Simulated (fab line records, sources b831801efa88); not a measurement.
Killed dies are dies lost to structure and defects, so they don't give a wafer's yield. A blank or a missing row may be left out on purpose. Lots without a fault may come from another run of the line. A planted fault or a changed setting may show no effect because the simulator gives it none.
A struck lot beside a sound one | flow sky130 | 22 steps out of a route of 708
Sound: wafers L454.1, L454.2, L454.3. Struck: wafers L462.2, L462.4, L462.6. The cause comes at the end.
At each step with rows: each side's tool, then ch and its chambers, then its first start. Under that, the readings that differ: sound wafers | struck wafers | difference of the means | sigmas: that difference in standard deviations of wafers without a fault.
alike: readings whose means differ by less than 2 such deviations, and words and numbers that are the same on both sides. not compared: withheld readings, readings that some wafer has no value for, bounds like >300 that may hide the same value, and numbers for which the record gives no deviation and whose values overlap.
The two part at a step that has a row with sigmas, a row that says differs or no value, or rows on one side only. Numbers that don't overlap but have no deviation are shown without sigmas and don't part them. A reading that every wafer of one side lacks parts them only if that side has two wafers or more.

first, 1 step without rows for these wafers: SKY_LOCAL_INTERCONNECT_CLEAN_18 (cleans in O3/DIW).
SKY_CONTACT_CVD_00: deposits Si3N4, target thk 75 nm.
  sound on pecvd-04 ch 0,1,2, day 33 00:02; struck on pecvd-03 ch 0,1, day 35 13:31
  alike: heater_power_w, susceptor_temp_C
SKY_CONTACT_THK_MEAS_01:
  sound on film_metro-04, day 33 00:04; struck on film_metro-04, day 35 13:34
  reading                 | sound          | struck         | difference | sigmas
  CONTACT_CVD_00_THK (nm) | 73.8 73.4 74.3 | 74.8 76.4 76.4 | +2.0       | +2
then, 1 step without rows for these wafers: SKY_CONTACT_HDPCVD_02 (deposits SiO2, target thk 565 nm, time 94.2 s).
SKY_CONTACT_THK_MEAS_03:
  sound on film_metro-02, day 33 00:11; struck on film_metro-02, day 35 13:42
  alike: CONTACT_HDPCVD_THK
SKY_CONTACT_CMP_04: polishes SiO2.
  sound on cmp-01 ch 0,2,3, day 33 00:15; struck on cmp-01 ch 1,2, day 35 13:45
  alike: edge_zone_pressure_frac, motor_current_A, time_to_endpoint_s
SKY_CONTACT_BOW_MEAS_05:
  sound on film_metro-04, day 33 00:33; struck on film_metro-03, day 35 14:04
  alike: CONTACT_BOW
then, 5 steps without rows for these wafers: SKY_CONTACT_DEHYDRATE_06 (time 60 s); SKY_CONTACT_HMDS_07 (prime time 60 s); SKY_CONTACT_COAT_08 (resist thk 60 nm); SKY_CONTACT_COAT_09 (resist thk 450 nm); SKY_CONTACT_SOFTBAKE_10 (time 90 s).
SKY_CONTACT_EXPOSE_11: exposes mask CTM1, target cd 170 nm.
  sound on krf_scanner-02 ch 0, day 33 14:23; struck on krf_scanner-01 ch 0, day 36 04:42
  reading              | sound             | struck            | difference | sigmas
  exposure_dose_mJ_cm2 | 37.83 37.85 37.88 | 38.33 38.36 38.34 | +0.49      | +14
  alike: mask, stage_vel_mm_s
then, 1 step without rows for these wafers: SKY_CONTACT_PEB_12.
SKY_CONTACT_DEVELOP_13: develop time 60 s.
  sound on litho_track-04 ch 0; struck on litho_track-02 ch 0
  reading                  | sound             | struck        | difference | sigmas
  model.CONTACT.cd_nm (nm) | 169.7 170.9 171.1 | 173 172.8 172 | +2         |
SKY_CONTACT_CD_MEAS_14: target cd 170 nm.
  sound on cd_sem-01, day 34 04:43; struck on cd_sem-02, day 36 17:17
  alike: cd_nm
SKY_CONTACT_OVL_MEAS_15:
  sound on overlay-01, day 34 04:50; struck on overlay-01, day 36 17:23
  alike: CONTACT_OVL
SKY_CONTACT_ETCH_16: etches BARC in N2/H2, stops on SiO2, time 45.9 s, target depth 60 nm.
  sound on rie_diel-04 ch 1,2,3, day 34 04:52; struck on rie_diel-02 ch 1,2,3, day 36 17:25
  reading    | sound             | struck          | difference | sigmas
  bias_w (W) | 100.5 100.5 100.6 | 99.7 100.0 99.5 | -0.8       | -2
  alike: drypump_motor_current_A, oes_product_au, throttle_valve_pct
  not compared: rf_hours_counter_h
SKY_CONTACT_ETCH_17: etches SiO2 in C4F8/O2/Ar, stops on Si3N4, target depth 340 nm.
  sound on rie_diel-04 ch 1,2,3, day 34 04:55; struck on rie_diel-02 ch 1,2,3, day 36 17:28
  alike: bias_w, oes_product_au
SKY_CONTACT_ETCH_18: etches Si3N4 in CHF3/O2, stops on TiN, time 39 s, target depth 75 nm.
  sound on rie_diel-04 ch 1,2,3; struck on rie_diel-02 ch 1,2,3
  reading                  | sound             | struck            | difference | sigmas
  model.CONTACT.cd_nm (nm) | 170.3 171.3 171.6 | 172.6 173.5 172.6 | +1.8       |
  alike: bias_w, drypump_motor_current_A, oes_product_au, throttle_valve_pct
  not compared: rf_hours_counter_h
SKY_CONTACT_STRIP_19: strips in O2/N2.
  sound on plasma_asher-01 ch 0,1, day 34 05:00; struck on plasma_asher-01 ch 0,1, day 36 17:33
  alike: drypump_motor_current_A, o2_flow_sccm, oes_product_au, strip_time_to_endpoint_s
  not compared: rf_hours_counter_h
then, 1 step without rows for these wafers: SKY_PAD_OPEN_PROBE_99.

WHERE THEY PART
First at SKY_CONTACT_THK_MEAS_01; last, within this record, at SKY_CONTACT_ETCH_16. Later steps at which nothing parts them and some readings are alike: SKY_CONTACT_ETCH_17, SKY_CONTACT_ETCH_18, SKY_CONTACT_STRIP_19.

WHY: what the simulator had put in
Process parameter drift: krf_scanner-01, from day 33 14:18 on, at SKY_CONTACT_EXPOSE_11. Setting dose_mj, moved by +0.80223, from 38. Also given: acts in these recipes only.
